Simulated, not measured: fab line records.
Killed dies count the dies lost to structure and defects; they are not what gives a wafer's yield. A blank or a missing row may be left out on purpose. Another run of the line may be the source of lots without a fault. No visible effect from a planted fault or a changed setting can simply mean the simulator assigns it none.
2 desks looking at one fault :: flow gf180mcu :: what lay behind the numbers comes last; until then each desk has only its own

## AT THE METROLOGY DESK
What the gauges read for every lot (on any tool): the sampled wafers with a number, averaged. If a lot's mean is further than 4 standard deviations from the usual mean, the lot is out of limits and carries the mark OUT (the distance appears in the brackets).
Columns: A = DNWELL_TW at GF_DNWELL_TW_MEAS_09, usual 1354; B = NWELL_OVL at GF_NWELL_OVL_MEAS_07, usual 0.8 nm
lot: L679
first seen here: day 3 01:44
A: 1369
B: 2.8

lot: L681
first seen here: day 3 10:21
A: 1373
B: 1.1

lot: L684
first seen here: day 4 01:49
A: 1369
B: 1.2

lot: L685
first seen here: day 4 08:37
A: 1334
B: -0.6

lot: L690
first seen here: day 5 11:48
A: 1320
B: 1.6

lot: L695
first seen here: day 6 13:08
A: 1359
B: 1.8

lot: L699
first seen here: day 7 10:13
A: 1356
B: 1.9
Result from this desk: across the 7 lots, nothing is out of limits.

## TOOL OWNER'S DESK, implanter-04
GF_NWELL_IMPLANT_08, tool's own readings: per-lot mean of the sampled wafers with a number, covering each lot this tool ran. If a lot's mean is further than 4 standard deviations from the usual mean, the lot is out of limits and carries the mark OUT (the distance appears in the brackets).
Columns: A = beamEnergyKeV at GF_NWELL_IMPLANT_08, usual 450.03
lot: L681
first seen here: day 3 22:45
A: 450.03

lot: L684
first seen here: day 4 15:10
A: 437.49 (-90) OUT

lot: L685
first seen here: day 4 21:52
A: 437.12 (-92) OUT

lot: L690
first seen here: day 6 02:07
A: 437.16 (-92) OUT
This desk's verdict: out of limits on L684, L685, L690, starting with L684 at day 4 15:10 (beamEnergyKeV at GF_NWELL_IMPLANT_08). Within limits: L681.

## PUT TOGETHER
At day 4 15:10, on L684, L685, L690, the tool owner's desk was in a position to raise an alarm.
From the metrology desk's view, nothing was out of limits.
The metrology desk has L684, L685, L690 on record, within its limits.
The lots listed all ran GF_NWELL_IMPLANT_08 on implanter-04.

## WHAT WAS PUT IN BY THE SIMULATOR
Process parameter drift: implanter-04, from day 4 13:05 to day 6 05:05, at GF_NWELL_IMPLANT_08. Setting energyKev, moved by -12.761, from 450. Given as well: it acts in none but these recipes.
Shown lots that were struck: L684, L685, L690.
Delay in hours, fault start to first out-of-limits reading, by desk: the tool owner's desk at 2.
